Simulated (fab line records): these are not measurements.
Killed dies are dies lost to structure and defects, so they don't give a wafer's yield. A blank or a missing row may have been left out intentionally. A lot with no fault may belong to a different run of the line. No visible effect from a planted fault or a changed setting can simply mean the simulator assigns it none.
Problem report, 8D (eight disciplines) form, completed by code ; flow sky130 ; the parts of the form that need people (team, actions taken, sign-off) are left out

## 1. PROBLEM STATEMENT
CONTACT_W_RS at SKY_CONTACT_RS_MEAS_25 reads a mean of 0.199 ohm/sq on 2 wafers of 1 lot; wafers without a fault read 0.337 ohm/sq with a standard deviation of 0.0071. That puts it -20 standard deviations away from the usual mean.
The step: measures by four-point-probe.
First seen on wafer L533.1, day 37 01:58, on filmMetro-04. The record has a number at this step for 33 wafers belonging to 11 lots. Rule for "out", or "out of limits": more than 4 standard deviations from the usual mean. All remaining wafers that have a number are taken as sound.

## 2. WHAT IT IS, AND WHAT IT ISN'T
question;is;is not
which readings at this step;CONTACT_W_RS;-
which lots;L533;L516, L517, L519, L520, L521, L522, L525, L532, L535, L539
which wafers of those lots;L533.1, L533.6;L533.5
read on which gauges;filmMetro-04;filmMetro-02, filmMetro-03
when;from day 37 01:58;"up to then (25 sound wafers); but 6 sound wafers of L535, L539 came after"

## 3. WHAT RULES OUT EACH SUSPECT
Counting: if a tool at a process step up to the reading ran every lot that is out, it stays a suspect. Sound lots after the first of them don't rule it out here, since some wafers of a struck lot are sound.
- ruled out: the gauge at SKY_CONTACT_RS_MEAS_25. All the wafers that are out were read on filmMetro-04, but those of them that SKY_CONTACT_CMP_27 has rows for are out there too, on other tools.
- cvdW-01 at SKY_CONTACT_CVD_24 (deposits W, target thk 340 nm, time 102.12 s): kept. L533, the lot that is out, went through it at day 37 01:52; up to then, the latest sound lot through it was L525 at day 35 04:46.
- The sound lot-mates ran in chamber 1 of cvdW-01 at SKY_CONTACT_CVD_24, but the wafers that are out ran in chamber 0.
Left after counting: cvdW-01 at SKY_CONTACT_CVD_24.

## 4. THE CAUSE (what the simulator had put in)
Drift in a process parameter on cvdW-01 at SKY_CONTACT_CVD_24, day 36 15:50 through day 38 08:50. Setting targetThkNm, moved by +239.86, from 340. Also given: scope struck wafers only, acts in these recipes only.
Only this tool survived the counting.

## 5. THE EFFECT CHAIN, in route order
Rows list readings where the struck wafers' mean (over those with a number) sits beyond 3 standard deviations from the usual. Only readings whose record carries a usual standard deviation are examined. hours: median over the lots of the time between each lot's start at the first step of this table that gives one and its start at this step. sigmas: the change, counted in usual standard deviations.
hours;step;reading;usual;on struck wafers;change;sigmas
0;SKY_CONTACT_RS_MEAS_25;CONTACT_W_RS;0.337 ohm/sq;0.199;-0.139;-20
6;SKY_CONTACT_CMP_27;timeToEndpointS;82 s;136;+54;+16
Process steps it contains:
- SKY_CONTACT_CMP_27: polishes, stops on SiO2, t overpolish 15 s, target thk 0 nm.
Later measuring or inspecting steps at which every struck wafer that the step has a row for has a number for every such reading, and none has moved that far: SKY_VIA1_BOW_MEAS_03.

## 6. HOW IT WOULD HAVE BEEN CAUGHT EARLIER
Counted from the fault's start at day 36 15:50, it took 10 hours until the first out-of-limits reading at a measuring or inspecting step in this record, taken at day 37 01:58.
No tool reading at SKY_CONTACT_CVD_24 that has a usual standard deviation in the record was out on any struck wafer, so an alarm limit of 4 standard deviations on those readings would not have fired.
Each of the lots that are out, 1 in all, had begun SKY_CONTACT_CVD_24 on cvdW-01 no later than day 37 01:58. Had the tool been put on hold then, not one of them would have been saved.
